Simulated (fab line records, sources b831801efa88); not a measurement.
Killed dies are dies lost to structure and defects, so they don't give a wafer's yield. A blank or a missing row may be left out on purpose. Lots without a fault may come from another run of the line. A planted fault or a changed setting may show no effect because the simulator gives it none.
fab line records | flow gf180mcu
record lots=6 wafers=18 last_day=33
route steps=602 shown M4@468 V4@476 MIM@503 PASSIVATION@602
lots that met no fault: from a run of the same line without faults
start_h: hours from the record's first day to the start of the lot's first wafer shown | wait_h: hours since the lot's step before | " the same as in the row above | L1.1+2: a row that stands for several wafers | - no value, or no start given | * or withheld: withheld | < > ~ a bound
route shown NAME@n: a module of which the file shows steps, and the number in the route of the first | usual: mean/standard deviation of fault-free wafers | same: alike in all rows | chamber/n: place in a boat | sites: the reading at each site | _std_site: their standard deviation | _edge_site: outer sites' mean less inner sites' | radius_mm: how far each site lies from the wafer's centre | mask NAME#n: copy n | behind: the tool/chamber that last shaped the wafer | hold: why the lot was held/for how many hours/how that ended | device: the transistor (n, p or np) that didn't switch | end of line: the same wafers' tests at the end of the route | a step without rows: its recipe alone | killed: dies lost to structure and defects at the first sort, not the wafer's yield | map: a wafer's dies, x killed, . not, _ none there
set.NAME: the setting as run; set.NAME@STEP: as run at that earlier step | model.NAME: the simulator's own value behind a step, which no gauge read
lots at some steps of the route; a table a step, a row a wafer
services: from which hour (start_h, from the record's first day; less than 0 if before it) a tool's chamber was out of use, for how many hours, and why
## steps
# step GF_M4_PEB_12
# recipe peb_temp_c=135 peb_time_s=90 resist=KrF
# step GF_M4_DEVELOP_13
# recipe develop_time_s=60 dev_temp_c=21
# step GF_M4_CD_MEAS_14
# recipe target_cd_nm=280
# usual cd_nm=280.1/1.3
# columns lot.wafer tool chamber start_h wait_h cd_nm
L924.1 cd_sem-01 - 563.12 0.1 281.9
L924.2 " - " " 282.4
L924.6 " - " " 282.8
L930.1 cd_sem-02 - 604.15 0.1 281.8
L930.4 " - " " 282.1
L930.6 " - " " 281.5
L931.2 cd_sem-01 - 615.34 0.1 280.4
L931.5 " - " " 280.2
L931.6 " - " " 279.8
L939.3 cd_sem-01 - 670.25 0.1 280.3
L939.4 " - " " 280.1
L939.5 " - " " 279.6
L940.1 cd_sem-02 - 674.45 0.1 282.2
L940.3 " - " " 283.3
L940.6 " - " " 281.6
L942.3 cd_sem-02 - 692.96 0.1 281.1
L942.4 " - " " 280.1
L942.5 " - " " 280.6
# step GF_M4_OVL_MEAS_15
# usual M4_OVL=3/4.8
# columns lot.wafer tool chamber start_h wait_h M4_OVL[nm]
L924.1 overlay-02 - 563.24 0.1 0
L924.2 " - " " 2
L924.6 " - " " 4
L930.1 overlay-02 - 604.27 0.1 7
L930.4 " - " " 6
L930.6 " - " " 9
L931.2 overlay-01 - 615.45 0.1 6
L931.5 " - " " 5
L931.6 " - " " 4
L939.3 overlay-02 - 670.35 0.1 0
L939.4 " - " " 0
L939.5 " - " " 2
L940.1 overlay-01 - 674.57 0.1 5
L940.3 " - " " 0
L940.6 " - " " 4
L942.3 overlay-02 - 693.06 0.1 7
L942.4 " - " " 4
L942.5 " - " " 6
# step GF_M4_METAL_ETCH_16
# recipe chemistry=Cl2/BCl3 mask_material=KrF target_depth_nm=627.5 stop_on=SiO2 pressure_mtorr=8 icp_w=800 bias_w=140 Cl2_flow_sccm=80 bcl3_flow_sccm=40 time_s=104.6
# usual bias_w=139.9/0.41 drypump_motor_current_A=5.9/0.32 oes_product_au=0.971/0.0064 throttle_valve_pct=28.250/0.011
# columns lot.wafer tool chamber start_h wait_h bias_w drypump_motor_current_A oes_product_au rf_hours_counter_h throttle_valve_pct
L924.1 rie_metal-02 0 563.27 0.0 139.3 6.0 0.966 0 28.265
L924.2 " 1 " " 140.5 5.3 0.970 10 28.240
L924.6 " 0 " " 140.1 5.9 0.968 - 28.234
L930.1 rie_metal-02 1 604.31 0.0 140.4 5.3 0.973 11 28.245
L930.4 " 1 " " 140.0 5.3 0.966 - 28.249
L930.6 " 0 " " 139.9 6.1 0.978 - 28.250
L931.2 rie_metal-02 0 615.48 0.0 139.7 6.1 0.979 2 28.252
L931.5 " 1 " " 140.0 5.3 0.977 - 28.240
L931.6 " 0 " " 139.9 6.1 0.979 - 28.217
L939.3 rie_metal-02 0 670.45 0.1 139.8 6.0 0.986 - 28.258
L939.4 " 0 " " 140.0 6.1 0.971 - 28.253
L939.5 " 0 " " 139.5 6.0 0.968 - 28.241
L940.1 rie_metal-04 1 674.61 0.0 139.8 5.9 0.978 6 28.253
L940.3 " 1 " " 139.8 5.9 0.971 - 28.251
L940.6 " 1 " " 139.7 5.8 0.976 - 28.233
L942.3 rie_metal-04 0 693.12 0.1 139.6 6.3 0.980 - 28.244
L942.4 " 1 " " 139.4 5.9 0.969 - 28.256
L942.5 " 0 " " 140.1 6.3 0.965 - 28.253
# step GF_M4_STRIP_17
# recipe chemistry=O2/N2 power_w=1400 pressure_mtorr=1500 platen_temp_c=250 o2_flow_sccm=3000 n2_flow_sccm=300 overash_fraction=0.5
# usual drypump_motor_current_A=5.50/0.27 heater_power_w=341/22 oes_product_au=0.558/0.0046 strip_time_to_endpoint_s=7.90/0.043
# columns lot.wafer tool chamber start_h wait_h drypump_motor_current_A heater_power_w oes_product_au rf_hours_counter_h strip_time_to_endpoint_s
L924.1 plasma_asher-01 0 563.38 0.1 5.09 287 0.558 90 7.85
L924.2 " 1 " " 6.39 373 0.562 90 7.86
L924.6 " 0 " " 5.09 284 0.553 - 7.83
L930.1 plasma_asher-03 0 604.42 0.1 5.39 358 0.558 54 7.91
L930.4 " 0 " " 5.39 357 0.558 - 7.90
L930.6 " 1 " " 5.72 335 0.554 - 7.87
L931.2 plasma_asher-03 1 615.59 0.1 5.71 340 0.562 55 7.87
L931.5 " 0 " " 5.37 355 0.556 - 7.87
L931.6 " 1 " " 5.67 335 0.557 - 7.86
L939.3 plasma_asher-04 0 670.63 0.1 5.40 350 0.559 - 7.90
L939.4 " 1 " " 5.46 317 0.562 - 7.90
L939.5 " 0 " " 5.37 369 0.557 - 7.90
L940.1 plasma_asher-04 1 674.83 0.2 5.46 319 0.557 90 7.86
L940.3 " 0 " " 5.39 358 0.561 - 7.90
L940.6 " 0 " " 5.38 359 0.564 - 7.89
L942.3 plasma_asher-04 0 693.22 0.1 5.39 355 0.557 - 7.88
L942.4 " 1 " " 5.45 324 0.562 - 7.91
L942.5 " 0 " " 5.40 359 0.564 - 7.96
# step GF_M4_STRIP_18
# recipe chemistry=post_etch_residue_remover time_s=1200 temp_c=72.5
# step GF_M4_CLEAN_19
# recipe chemistry=DIW dry=n2_spin
# step GF_V4_CVD_00
# recipe material=SiO2 target_thk_nm=600 sigma_open_frac=0.3 temp_c=400 time_s=100 sih4_flow_sccm=60 pressure_mtorr=6
# step GF_V4_THK_MEAS_01
# recipe reads=SiO2_of_V4_CVD_00
# usual V4_CVD_00_THK=604/5.4
# columns lot.wafer tool chamber start_h wait_h V4_CVD_00_THK[nm]
L924.1 film_metro-03 - 564.00 0.0 606
L924.2 " - " " 606
L924.6 " - " " 613
L930.1 film_metro-03 - 605.03 0.0 601
L930.4 " - " " 615
L930.6 " - " " 611
L931.2 film_metro-03 - 616.29 0.0 606
L931.5 " - " " 594
L931.6 " - " " 604
L939.3 film_metro-03 - 671.22 0.1 598
L939.4 " - " " 604
L939.5 " - " " 606
L940.1 film_metro-04 - 675.44 0.0 610
L940.3 " - " " 605
L940.6 " - " " 604
L942.3 film_metro-02 - 693.82 0.1 589
L942.4 " - " " 600
L942.5 " - " " 585
# step GF_V4_CVD_02
# recipe material=SiO2 target_thk_nm=850 precursor=TEOS temp_c=400 time_s=94.851 rf_w=600
# usual heater_power_w=639/73
# columns lot.wafer tool chamber start_h wait_h heater_power_w
L924.1 pecvd-03 0 564.06 0.1 632
L924.2 " 1 " " 603
L924.6 " 0 " " 668
L930.1 pecvd-03 1 605.09 0.1 620
L930.4 " 1 " " 483
L930.6 " 2 " " 511
L931.2 pecvd-01 2 616.34 0.0 716
L931.5 " 2 " " 791
L931.6 " 0 " " 655
L939.3 pecvd-03 0 671.26 0.0 512
L939.4 " 0 " " 600
L939.5 " 1 " " 550
L940.1 pecvd-04 0 675.50 0.1 677
L940.3 " 2 " " 751
L940.6 " 2 " " 600
L942.3 pecvd-04 1 693.86 0.0 704
L942.4 " 0 " " 551
L942.5 " 1 " " 567
# step GF_V4_THK_MEAS_03
# recipe reads=SiO2_of_V4_CVD_02
# usual V4_CVD_02_THK=852/11
# columns lot.wafer tool chamber start_h wait_h V4_CVD_02_THK[nm]
L924.1 film_metro-02 - 564.13 0.0 846
L924.2 " - " " 853
L924.6 " - " " 860
L930.1 film_metro-03 - 605.16 0.0 856
L930.4 " - " " 862
L930.6 " - " " 861
L931.2 film_metro-02 - 616.42 0.0 859
L931.5 " - " " 876
L931.6 " - " " 869
L939.3 film_metro-02 - 671.35 0.1 827
L939.4 " - " " 846
L939.5 " - " " 848
L940.1 film_metro-03 - 675.57 0.0 841
L940.3 " - " " 845
L940.6 " - " " 851
L942.3 film_metro-02 - 693.95 0.1 845
L942.4 " - " " 871
L942.5 " - " " 862
# step GF_V4_CMP_04
# recipe material=SiO2 down_force_psi=4 platen_rpm=60 pad_velocity_m_s=0.94248
# usual motor_current_A=11.9/0.58 slurry_flow_ml_min=150.0/0.48 time_to_endpoint_s=84/5.3
# columns lot.wafer tool chamber start_h wait_h motor_current_A slurry_flow_ml_min time_to_endpoint_s model.SiO2_of_V4_CVD_02.thk_nm
L924.2 cmp-01 1 564.19 0.0 12.2 150.3 84 630.7
L924.1 " 3 " " 10.7 150.3 77 631.2
L924.6 " 2 " " 11.1 150.0 92 633.1
L930.4 cmp-01 1 605.22 0.0 11.9 150.2 83 633
L930.1 " 0 " " 12.2 149.7 86 634
L930.6 " 1 " " 11.2 149.7 84 632.9
L931.2 cmp-01 3 616.47 0.0 11.6 149.7 82 633.1
L931.5 " 3 " " 11.1 150.2 92 632.6
L931.6 " 0 " " 11.4 149.8 92 635
L939.4 cmp-01 2 671.44 0.1 11.1 150.3 80 634.2
L939.3 " 3 " " 11.5 149.9 69 631.7
L939.5 " 1 " " 12.1 150.2 19 790.9
L940.1 cmp-01 0 675.63 0.1 11.5 149.2 23 790.2
L940.3 " 3 " " 12.2 151.2 78 631.7
L940.6 " 1 " " 13.2 150.0 22 790.1
L942.3 cmp-02 1 693.99 0.0 11.4 149.5 84 634.3
L942.4 " 3 " " 12.6 150.1 87 633.8
L942.5 " 1 " " 12.2 149.7 87 635.2
# step GF_V4_BOW_MEAS_05
# recipe mode=bow
# usual V4_BOW=135/8.2
# columns lot.wafer tool chamber start_h wait_h V4_BOW[um]
L924.1 film_metro-02 - 564.49 0.1 142
L924.2 " - " " 155
L924.6 " - " " 145
L930.1 film_metro-04 - 605.52 0.1 113
L930.4 " - " " 123
L930.6 " - " " 124
L931.2 film_metro-02 - 616.79 0.3 126
L931.5 " - " " 128
L931.6 " - " " 138
L939.3 film_metro-03 - 671.73 0.2 135
L939.4 " - " " 127
L939.5 " - " " 138
L940.1 film_metro-02 - 675.93 0.2 134
L940.3 " - " " 133
L940.6 " - " " 132
L942.3 film_metro-03 - 694.33 0.3 143
L942.4 " - " " 145
L942.5 " - " " 146
# step GF_V4_DEHYDRATE_06
# recipe temp_c=200 time_s=60
# step GF_V4_HMDS_07
# recipe prime_time_s=60 prime_temp_c=120
# step GF_V4_COAT_08
# recipe resist=BARC temp_c=withheld time_s=withheld spin_rpm=withheld resist_thk_nm=withheld
# step GF_V4_COAT_09
# recipe resist=KrF spin_rpm=withheld resist_thk_nm=1000
# step GF_V4_SOFTBAKE_10
# recipe temp_c=130 time_s=60 resist=KrF
# step GF_V4_EXPOSE_11
# recipe mask_id=Via4 target_cd_nm=260 na=0.68 source_shape=conventional sigma_outer=0.6 dose_mj=38
# step GF_V4_PEB_12
# recipe peb_temp_c=135 peb_time_s=90 resist=KrF
# step GF_V4_DEVELOP_13
# recipe develop_time_s=60 resist=KrF dev_temp_c=21
# step GF_V4_CD_MEAS_14
# recipe target_cd_nm=260
# usual cd_nm=260.2/1.3
# columns lot.wafer tool chamber start_h wait_h cd_nm
L924.1 cd_sem-01 - 585.25 0.1 261.4
L924.2 " - " " 260.8
L924.6 " - " " 259.9
L930.1 cd_sem-02 - 626.35 0.1 260.6
L930.4 " - " " 261.4
L930.6 " - " " 260.8
L931.2 cd_sem-02 - 637.51 0.1 261.0
L931.5 " - " " 261.7
L931.6 " - " " 261.0
L939.3 cd_sem-01 - 690.67 0.2 259.4
L939.4 " - " " 259.1
L939.5 " - " " 259.1
L940.1 cd_sem-01 - 695.05 0.1 260.5
L940.3 " - " " 261.6
L940.6 " - " " 260.9
L942.3 cd_sem-02 - 712.44 0.1 257.8
L942.4 " - " " 256.5
L942.5 " - " " 257.3
# step GF_V4_OVL_MEAS_15
# usual V4_OVL=1/6.2
# columns lot.wafer tool chamber start_h wait_h V4_OVL[nm]
L924.1 overlay-02 - 585.37 0.1 1
L924.2 " - " " 0
L924.6 " - " " 1
L930.1 overlay-01 - 626.47 0.1 -2
L930.4 " - " " -1
L930.6 " - " " -4
L931.2 overlay-02 - 637.62 0.1 6
L931.5 " - " " 10
L931.6 " - " " 4
L939.3 overlay-01 - 690.77 0.1 0
L939.4 " - " " -2
L939.5 " - " " 2
L940.1 overlay-02 - 695.17 0.1 6
L940.3 " - " " 6
L940.6 " - " " 10
L942.3 overlay-01 - 712.53 0.1 1
L942.4 " - " " 6
L942.5 " - " " 3
# step GF_V4_ETCH_16
# recipe chemistry=N2/H2 target_depth_a=withheld overetch_a=withheld time_s=withheld target=BARC ion_energy_ev=200 source_w=500 bias_w=100 pressure_mtorr=30 n2_flow_sccm=100 h2_flow_sccm=200
# usual bias_w=100.0/0.3 drypump_motor_current_A=5.7/0.32 oes_product_au=0.855/0.0047 throttle_valve_pct=13.225/0.0086
# columns lot.wafer tool chamber start_h wait_h bias_w drypump_motor_current_A oes_product_au throttle_valve_pct
L924.1 rie_diel-01 1 585.41 0.0 100.4 5.3 0.854 13.226
L924.2 " 0 " " 99.9 5.0 0.850 13.213
L924.6 " 2 " " 100.1 5.6 0.855 13.224
L930.1 rie_diel-02 1 626.51 0.0 100.1 5.8 0.860 13.220
L930.4 " 0 " " 100.1 5.9 0.850 13.216
L930.6 " 3 " " 100.1 5.8 0.854 13.216
L931.2 rie_diel-03 2 637.65 0.0 99.9 5.3 0.863 13.220
L931.5 " 0 " " 99.5 6.2 0.856 13.226
L931.6 " 3 " " 99.9 5.8 0.851 13.240
L939.3 rie_diel-01 1 690.79 0.0 100.1 5.3 0.852 13.223
L939.4 " 1 " " 100.0 5.3 0.857 13.229
L939.5 " 2 " " 100.2 5.7 0.854 13.227
L940.1 rie_diel-02 3 695.21 0.0 100.3 5.8 0.852 13.215
L940.3 " 1 " " 100.5 5.8 0.851 13.208
L940.6 " 0 " " 100.0 5.9 0.853 13.249
L942.3 rie_diel-01 2 712.56 0.0 99.9 5.6 0.852 13.230
L942.4 " 1 " " 99.9 5.3 0.860 13.217
L942.5 " 2 " " 100.2 5.6 0.847 13.228
# step GF_V4_ETCH_17
# recipe chemistry=C4F8/O2/Ar mask_material=KrF target=SiO2 stop_on=TiN source_w=1500 bias_w=1200 pressure_mtorr=40 c4f8_flow_sccm=withheld O2_flow_sccm=6 Ar_flow_sccm=300 time_s=withheld target_depth_a=6300
# usual bias_w=1200/3.5 oes_product_au=0.856/0.0042
# columns lot.wafer tool chamber start_h wait_h bias_w oes_product_au model.etch.depth_nm model.V4.feature_depth_nm
L924.1 rie_diel-01 1 - - 1199 0.861 631.2 631.2
L924.2 " 0 " " 1197 0.851 630.7 630.7
L924.6 " 2 " " 1195 0.853 633.1 633.1
L930.1 rie_diel-02 1 - - 1197 0.863 634 634
L930.4 " 0 " " 1202 0.851 633 633
L930.6 " 3 " " 1205 0.858 632.9 632.9
L931.2 rie_diel-03 2 - - 1205 0.855 633.1 633.1
L931.5 " 0 " " 1194 0.849 632.6 632.6
L931.6 " 3 " " 1206 0.853 635 635
L939.3 rie_diel-01 1 - - 1198 0.854 631.7 631.7
L939.4 " 1 " " 1197 0.857 634.2 634.2
L939.5 " 2 " " 1195 0.971 790.9 790.9
L940.1 rie_diel-02 3 - - 1202 0.974 790.2 790.2
L940.3 " 1 " " 1201 0.857 631.7 631.7
L940.6 " 0 " " 1199 0.969 790.1 790.1
L942.3 rie_diel-01 2 - - 1197 0.856 634.3 634.3
L942.4 " 1 " " 1198 0.852 633.8 633.8
L942.5 " 2 " " 1199 0.863 635.2 635.2
# step GF_V4_STRIP_18
# recipe chemistry=O2/N2 power_w=1400 pressure_mtorr=1500 platen_temp_c=250 o2_flow_sccm=3000 n2_flow_sccm=300 overash_fraction=0.5
# step GF_V4_STRIP_19
# recipe chemistry=post_etch_residue_remover time_s=1200 temp_c=72.5
# step GF_V4_CLEAN_20
# recipe chemistry=DIW dry=n2_spin
# step GF_V4_SPUTTER_21
# recipe material=Ti target_thk_nm=15 chamber_pressure_pa=5 power_w=2500 substrate_temp_c=200 time_s=80.02
# usual throttle_valve_pct=29.8/0.89
# columns lot.wafer tool chamber start_h wait_h throttle_valve_pct
L924.1 pvd_sputter-03 - 586.07 0.0 29.6
L924.2 " - " " 29.9
L924.6 " - " " 29.7
L930.1 pvd_sputter-03 - 627.17 0.0 30.3
L930.4 " - " " 30.0
L930.6 " - " " 29.7
L931.2 pvd_sputter-02 - 638.34 0.0 30.3
L931.5 " - " " 31.6
L931.6 " - " " 31.7
L939.3 pvd_sputter-03 - 691.48 0.0 29.9
L939.4 " - " " 30.3
L939.5 " - " " 30.3
L940.1 pvd_sputter-03 - 695.88 0.0 28.2
L940.3 " - " " 29.5
L940.6 " - " " 30.0
L942.3 pvd_sputter-04 - 713.23 0.0 29.3
L942.4 " - " " 29.8
L942.5 " - " " 29.2
# step GF_V4_SPUTTER_22
# recipe material=TiN target_thk_nm=10 chamber_pressure_pa=5 power_w=4000 time_s=40
# step GF_V4_CVD_23
# recipe material=W target_thk_nm=350 time_s=104.9 temp_c=400 pressure_torr=40
# step GF_V4_RS_MEAS_24
# recipe thk_meas_gauge=four-point-probe reads=W_of_V4_CVD_23+TiN_of_V4_SPUTTER_22+Ti_of_V4_SPUTTER_21
# usual V4_W_RS=0.330/0.0042
# columns lot.wafer tool chamber start_h wait_h V4_W_RS[ohm/sq]
L924.1 film_metro-02 - 586.28 0.1 0.322
L924.2 " - " " 0.329
L924.6 " - " " 0.330
L930.1 film_metro-04 - 627.38 0.1 0.333
L930.4 " - " " 0.331
L930.6 " - " " 0.329
L931.2 film_metro-04 - 638.57 0.1 0.333
L931.5 " - " " 0.328
L931.6 " - " " 0.333
L939.3 film_metro-03 - 691.74 0.1 0.326
L939.4 " - " " 0.324
L939.5 " - " " 0.326
L940.1 film_metro-03 - 696.09 0.1 0.331
L940.3 " - " " 0.328
L940.6 " - " " 0.329
L942.3 film_metro-03 - 713.48 0.1 0.336
L942.4 " - " " 0.329
L942.5 " - " " 0.337
# step GF_V4_THK_MEAS_25
# recipe thk_meas_gauge=xrf reads=W_of_V4_CVD_23
# usual V4_W_THK=345/5
# columns lot.wafer tool chamber start_h wait_h V4_W_THK[nm]
L924.1 film_metro-02 - 586.40 0.1 356
L924.2 " - " " 351
L924.6 " - " " 350
L930.1 film_metro-04 - 627.50 0.1 338
L930.4 " - " " 342
L930.6 " - " " 344
L931.2 film_metro-04 - 638.68 0.1 340
L931.5 " - " " 346
L931.6 " - " " 340
L939.3 film_metro-03 - 691.84 0.1 351
L939.4 " - " " 354
L939.5 " - " " 350
L940.1 film_metro-03 - 696.21 0.1 342
L940.3 " - " " 347
L940.6 " - " " 343
L942.3 film_metro-03 - 713.58 0.1 338
L942.4 " - " " 345
L942.5 " - " " 337
# step GF_V4_CMP_26
# recipe stop_on=SiO2 down_force_psi=3.5 platen_rpm=60 t_overpolish_s=15 target_thk_nm=0 pad_velocity_m_s=0.94248
# usual motor_current_A=10.9/0.51 slurry_flow_ml_min=150.0/0.46
# columns lot.wafer tool chamber start_h wait_h motor_current_A slurry_flow_ml_min model.SiO2_of_V4_CVD_02.thk_nm
L924.1 cmp-02 3 586.56 0.1 11.4 150.2 627.4
L924.2 " 0 " " 11.5 150.3 626.9
L924.6 " 2 " " 12.0 150.4 629.3
L930.4 cmp-01 3 627.91 0.4 10.8 150.7 629.2
L930.1 " 0 " " 10.4 150.8 630.2
L930.6 " 0 " " 11.4 150.2 629.1
L931.2 cmp-01 1 638.73 0.0 10.8 150.4 629.4
L931.5 " 1 " " 11.4 150.5 628.8
L931.6 " 2 " " 10.8 149.6 631.2
L939.4 cmp-01 2 691.93 0.1 10.2 150.1 630.4
L939.3 " 3 " " 10.6 150.1 627.9
L939.5 " 2 " " 10.5 149.7 787.2
L940.1 cmp-02 3 696.27 0.1 10.8 149.2 786.4
L940.3 " 2 " " 12.0 149.9 627.9
L940.6 " 3 " " 11.2 149.8 786.3
L942.4 cmp-01 1 713.81 0.2 11.6 150.8 630
L942.3 " 3 " " 10.6 149.4 630.5
L942.5 " 1 " " 11.1 150.2 631.4
# step GF_MIM_SPUTTER_00
# recipe material=Ti target_thk_nm=37.5 arriving_ion_energy_ev=80 substrate_temp_c=200 chamber_pressure_pa=2 power_w=4000 time_s=150
# step GF_PASSIVATION_PROBE_99
# columns lot.wafer tool chamber start_h wait_h model.etest.via4_chain.rc_ohm model.etest.met5_comb.leak_log10_a_um
L924.1 prober-02 - 694.61 0.1 6.341 -12.05
L924.2 prober-02 - 694.66 0.1 6.451 -11.84
L924.6 prober-02 - 694.86 0.2 6.34 -12
L930.1 prober-02 - 730.40 0.1 6.143 -11.96
L930.4 prober-02 - 730.55 0.2 6.431 -11.85
L930.6 prober-02 - 730.65 0.2 6.42 -12
L931.2 prober-01 - 738.88 0.1 6.394 -12
L931.5 prober-01 - 739.03 0.2 6.413 -11.95
L931.6 prober-01 - 739.08 0.2 6.302 -12.04
L939.3 prober-02 - 783.32 0.2 6.414 -12.07
L939.4 prober-02 - 783.37 0.2 6.528 -12.04
L939.5 prober-02 - 783.42 0.2 8.982 -11.05
L940.1 prober-01 - 787.23 0.1 7.413 -10.54
L940.3 prober-01 - 787.33 0.2 6.165 -11.88
L940.6 prober-01 - 787.48 0.2 9.53 -11.47
L942.3 prober-01 - 803.32 0.2 6.38 -11.97
L942.4 prober-01 - 803.37 0.2 6.247 -11.91
L942.5 prober-01 - 803.42 0.2 6.697 -12.01
# killed by level:class
L924.1 CONTACT:geometric_particle:open=6 V3:geometric_particle:open=6 V2:geometric_particle:open=5 M5:geometric_particle:short=4 STI:geometric_particle:short=3 STI:geometric_particle:open=3 M2:geometric_particle:short=3 M4:geometric_particle:short=3
L924.2 V3:geometric_particle:open=7 CONTACT:geometric_particle:open=4 V4:geometric_particle:short=4 STI:geometric_particle:open=3 M4:geometric_particle:short=3 V2:geometric_particle:short=2 STI:geometric_particle:short=2 M1:geometric_particle:short=2
L924.6 V4:geometric_particle:open=6 CONTACT:geometric_particle:open=5 V4:geometric_particle:short=5 V2:geometric_particle:short=3 V5:geometric_particle:short=3 V5:geometric_particle:open=3 CONTACT:geometric_particle:short=2 V1:geometric_particle:open=2
L930.1 V4:geometric_particle:open=9 V1:geometric_particle:open=5 V2:geometric_particle:open=4 V2:geometric_particle:short=4 CONTACT:geometric_particle:short=3 M1:geometric_particle:short=3 V3:geometric_particle:open=3 V4:geometric_particle:short=3
L930.4 V2:geometric_particle:open=7 V4:geometric_particle:open=6 CONTACT:geometric_particle:open=3 V3:geometric_particle:open=3 STI:geometric_particle:short=2 M1:geometric_particle:short=2 V1:geometric_particle:short=2 M3:geometric_particle:open=2
L930.6 V1:geometric_particle:open=7 STI:geometric_particle:short=5 V4:geometric_particle:open=5 M1:geometric_particle:short=4 M3:geometric_particle:short=4 V5:geometric_particle:open=4 M2:geometric_particle:short=2 STI:geometric_particle:open=2
L931.2 V3:geometric_particle:open=7 V5:geometric_particle:open=5 STI:geometric_particle:open=3 STI:geometric_particle:short=3 CONTACT:geometric_particle:open=3 V4:geometric_particle:open=3 V5:geometric_particle:short=3 SAB:geometric_particle:open=2
L931.5 CONTACT:geometric_particle:open=6 V5:geometric_particle:open=6 V1:geometric_particle:open=5 STI:geometric_particle:short=4 M4:geometric_particle:short=4 V4:geometric_particle:open=4 STI:geometric_particle:open=3 M1:geometric_particle:short=3
L931.6 CONTACT:geometric_particle:open=8 V3:geometric_particle:short=5 V1:geometric_particle:open=5 V3:geometric_particle:open=5 STI:geometric_particle:short=4 STI:geometric_particle:open=4 V2:geometric_particle:open=4 M3:geometric_particle:short=3
L942.3 STI:geometric_particle:short=5 V3:geometric_particle:short=5 STI:geometric_particle:open=4 V2:geometric_particle:open=4 V4:geometric_particle:short=3 V4:geometric_particle:open=3 V5:geometric_particle:open=3 CONTACT:geometric_particle:open=2
L942.4 CONTACT:geometric_particle:open=7 V1:geometric_particle:open=6 V2:geometric_particle:open=6 V3:geometric_particle:open=6 V4:geometric_particle:open=5 M1:geometric_particle:short=4 V2:geometric_particle:short=3 CONTACT:geometric_particle:short=2
L942.5 CONTACT:geometric_particle:open=6 V2:geometric_particle:open=5 V3:geometric_particle:open=5 V1:geometric_particle:open=4 V5:geometric_particle:short=4 STI:geometric_particle:short=3 V4:geometric_particle:open=3 STI:geometric_particle:open=2
## services
# columns tool chamber start_h hours kind
rie_diel-02 2 540.75 6.8 repair
cmp-01 - 541.71 2.8 repair
pvd_sputter-03 - 544.55 9.9 repair
pecvd-04 - 545.85 3.7 repair
plasma_asher-03 - 556.08 2.8 pm
rie_diel-03 1 564.41 1.5 repair
cmp-01 - 572.00 4.0 pm
pecvd-03 - 585.83 2.8 pm
cmp-01 - 588.35 0.2 repair
rie_diel-02 2 604.16 7.3 repair
pecvd-03 - 609.01 0.6 repair
cmp-02 - 617.91 6.9 pm
rie_diel-01 1 620.16 1.5 repair
cmp-02 - 624.81 6.2 pm
cmp-01 - 627.46 0.4 repair
rie_metal-02 - 634.37 0.1 repair
rie_metal-02 1 662.88 9.9 repair
rie_diel-02 0 667.46 5.2 repair
cmp-02 - 668.48 1.2 repair
rie_diel-01 0 688.49 7.9 repair
pvd_sputter-03 - 700.83 8.9 repair
rie_diel-02 1 701.56 2.1 repair
cmp-02 - 706.17 1.6 repair
cmp-02 - 713.50 11.2 repair
## key
first_sign step=GF_V4_CMP_04 reading=time_to_endpoint_s direction=down sigmas=12 usual=* struck=*
effect step=GF_V4_ETCH_17 reading=oes_product_au direction=up sigmas=27 usual=0.856 struck=0.971
model_effect step=GF_V4_CMP_04 value=SiO2_of_V4_CVD_02.thk_nm without=632.3 struck=790.4
model_effect step=GF_V4_ETCH_17 value=etch.depth_nm without=632.3 struck=790.4
model_effect step=GF_V4_CMP_26 value=SiO2_of_V4_CVD_02.thk_nm without=628.5 struck=786.6
model_effect step=GF_PASSIVATION_PROBE_99 value=etest.via4_chain.rc_ohm without=6.426 struck=8.642
met_at GF_V4_CMP_04
struck_wafers L939.5,L940.1,L940.6
sort_left_out L939.5,L940.1,L940.6
onset_between 616.47 671.44
fault kind=process_parameter_drift tool=cmp-01 chamber=- onset_h=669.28 steps=GF_V4_CMP_04 channel=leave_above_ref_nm offset=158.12 shape=step end_h=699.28 scope=struck_wafers_only acts_in=these_recipes_only stated=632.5
# sort_left_out: the simulated sort isn't trusted on such a fault, so these wafers' sort isn't shown, and their yield isn't known
